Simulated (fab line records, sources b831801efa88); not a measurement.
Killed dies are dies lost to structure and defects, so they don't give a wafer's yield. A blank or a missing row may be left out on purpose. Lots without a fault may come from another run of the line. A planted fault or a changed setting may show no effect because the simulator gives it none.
One fault seen from 2 desks | flow gf180mcu | each desk has only its own numbers; what lay behind them comes last

THE TOOL OWNER'S DESK: rtp_anneal-02
The tool's own readings at GF_PSD_RTA_13 (time 20 s): means of the sampled wafers that have a number, for each lot that ran on this tool. A lot is out of limits, marked OUT, if its mean lies more than 4 standard deviations from the usual mean; the brackets give that distance.
Columns: A = lamp_power_pct at GF_PSD_RTA_13, usual 35.2 %; B = wafer_temp_C_max at GF_PSD_RTA_13, usual 1029.7
lot  | first seen here | A    | B
L530 | day 14 16:46    | 36.3 | 1030.3
L532 | day 15 12:12    | 38.2 | 1030.0
L533 | day 16 01:58    | 38.2 | 1030.8
L543 | day 19 11:55    | 36.4 | 1030.5
L544 | day 19 20:40    | 36.5 | 1029.7
L545 | day 20 00:08    | 36.4 | 1029.6
L548 | day 21 04:10    | 36.4 | 1031.9
L550 | day 21 13:57    | 36.4 | 1029.8
This desk's finding: nothing out of limits on any of the 8 lots.

THE METROLOGY DESK
What the gauges read, lot by lot, whatever tool the lot ran on: means of the sampled wafers that have a number. A lot is out of limits, marked OUT, if its mean lies more than 4 standard deviations from the usual mean; the brackets give that distance.
Columns: A = cd_nm at GF_NSD_CD_MEAS_07, usual 399.8 nm; B = PSD_OVL at GF_PSD_OVL_MEAS_08, usual -0.7 nm; C = NSD_RS at GF_PSD_RS_MEAS_14, usual 46.09 ohm/sq; D = PSD_RS at GF_PSD_RS_MEAS_15, usual 108.51 ohm/sq
lot  | first seen here | A     | B    | C               | D
L529 | day 13 06:59    | 401.0 | -1.1 | 46.04           | 108.62
L530 | day 13 19:05    | 400.4 | -1.6 | 46.12           | 108.46
L532 | day 14 13:57    | 397.4 | -0.4 | 43.36 (-35) OUT | 100.96 (-25) OUT
L533 | day 15 03:07    | 402.8 | -0.7 | 43.46 (-34) OUT | 100.14 (-28) OUT
L543 | day 18 10:27    | 399.7 | -0.7 | 46.09           | 108.56
L544 | day 18 19:32    | 399.2 | -0.1 | 46.02           | 108.23
L545 | day 18 22:47    | 399.3 | -0.7 | 46.18           | 108.80
L546 | day 19 05:03    | 399.2 | -2.3 | 46.12           | 108.73
L547 | day 19 16:58    | 399.7 | -1.7 | 46.04           | 108.61
L548 | day 20 03:38    | 399.8 | -0.0 | 46.07           | 108.16
L549 | day 20 08:43    | 402.0 | -2.1 | 46.05           | 108.12
L550 | day 20 13:26    | 400.9 | -0.3 | 46.07           | 108.59
L552 | day 21 07:58    | 398.5 | 0.7  | 46.10           | 108.17
This desk's finding: out of limits on L532, L533; first on L532, day 15 12:17 (NSD_RS at GF_PSD_RS_MEAS_14). In limits: L529, L530, L543, L544, L545, L546, L547, L548, L549, L550, L552.

PUT TOGETHER
The metrology desk could have raised an alarm at day 15 12:17, on L532, L533.
The tool owner's desk saw nothing out of limits.
The tool owner's desk has L532, L533 on record, within its limits.
Of the lots named, all ran GF_PSD_RTA_13 on rtp_anneal-02.

WHAT THE SIMULATOR HAD PUT IN
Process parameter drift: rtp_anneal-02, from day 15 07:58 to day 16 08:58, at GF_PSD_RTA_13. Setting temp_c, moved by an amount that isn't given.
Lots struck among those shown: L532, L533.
Hours from the fault's start to each desk's first reading out of limits: the metrology desk, 4.
